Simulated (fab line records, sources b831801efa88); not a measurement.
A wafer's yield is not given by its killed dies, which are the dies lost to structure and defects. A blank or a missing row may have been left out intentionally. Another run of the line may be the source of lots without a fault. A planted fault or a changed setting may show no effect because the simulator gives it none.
8D (eight disciplines) problem report, filled in by code	flow gf180mcu	the parts of the form that need people (team, actions taken, sign-off) are left out

== 1. THE ISSUE ==
At GF_HV_LDD_DEHYDRATE_00, heater-power-total-W averages 162.48 W over 6 wafers from 2 lots, while fault-free wafers read 160.39 W, standard deviation 0.13. That is +16 standard deviations from the usual mean.
The step: time 60 s.
Seen first at day 14 03:03 on litho-track-02, wafer L161.1. The record has a number at this step for 42 wafers belonging to 14 lots. Rule for "out", or "out of limits": more than 4 standard deviations from the usual mean. The rest of the wafers with a number are treated as sound.

== 2. WHAT IT IS, AND WHAT IT ISN'T ==
question	is	is not
which readings at this step	heater-power-total-W, plate-temp-C	-
which lots	L161, L162	L146, L147, L148, L149, L150, L151, L152, L153, L154, L163, L168, L169
which wafers of those lots	all that have a number	-
read on which tools	litho-track-02	litho-track-01, litho-track-04
when	from day 14 03:03	up to then (27 sound wafers); but 9 sound wafers of L163, L168, L169 came after

== 3. THE SUSPECTS, EACH WITH WHAT RULES IT OUT ==
Counting: a tool at a process step up to the reading stays a suspect if it ran every lot that is out and no sound lot after the first of them.
- litho-track-02 at GF_HV_LDD_DEHYDRATE_00 (time 60 s): kept. All lots that are out passed through it, beginning with L161 at day 14 03:03, and no sound lot followed; its final sound lot before that point was L151 at day 11 00:18. On those wafers its own readings are out: heater-power-total-W, plate-temp-C.
After counting, what remains is litho-track-02 at GF_HV_LDD_DEHYDRATE_00.

== 4. THE CAUSE (what the simulator had put in) ==
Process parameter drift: litho-track-02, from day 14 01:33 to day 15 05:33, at GF_HV_LDD_DEHYDRATE_00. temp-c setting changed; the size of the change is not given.
This tool alone remained once counting was done.

== 5. SEQUENCE OF EFFECTS, ordered by route ==
One row per reading whose mean, taken over the struck wafers that have a number, lies over 3 standard deviations from the usual. Readings are gone through only where the record gives a usual standard deviation; hours: the median, over the lots, of the time from a lot's start at the first step in this table giving one to that lot's start at this step; sigmas: the change measured in usual standard deviations.
hours	step	reading	usual	on struck wafers	change	sigmas
0	GF_HV_LDD_DEHYDRATE_00	heater-power-total-W	160.39 W	162.48	+2.09	+16
0	GF_HV_LDD_DEHYDRATE_00	plate-temp-C	200.00 C	202.26	+2.26	+15
Its process steps:
- GF_HV_LDD_DEHYDRATE_00: time 60 s.

== 6. HOW IT WOULD HAVE BEEN CAUGHT EARLIER ==
In this record the first reading out of limits was taken at day 14 03:03, 2 hours after the fault began at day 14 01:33.
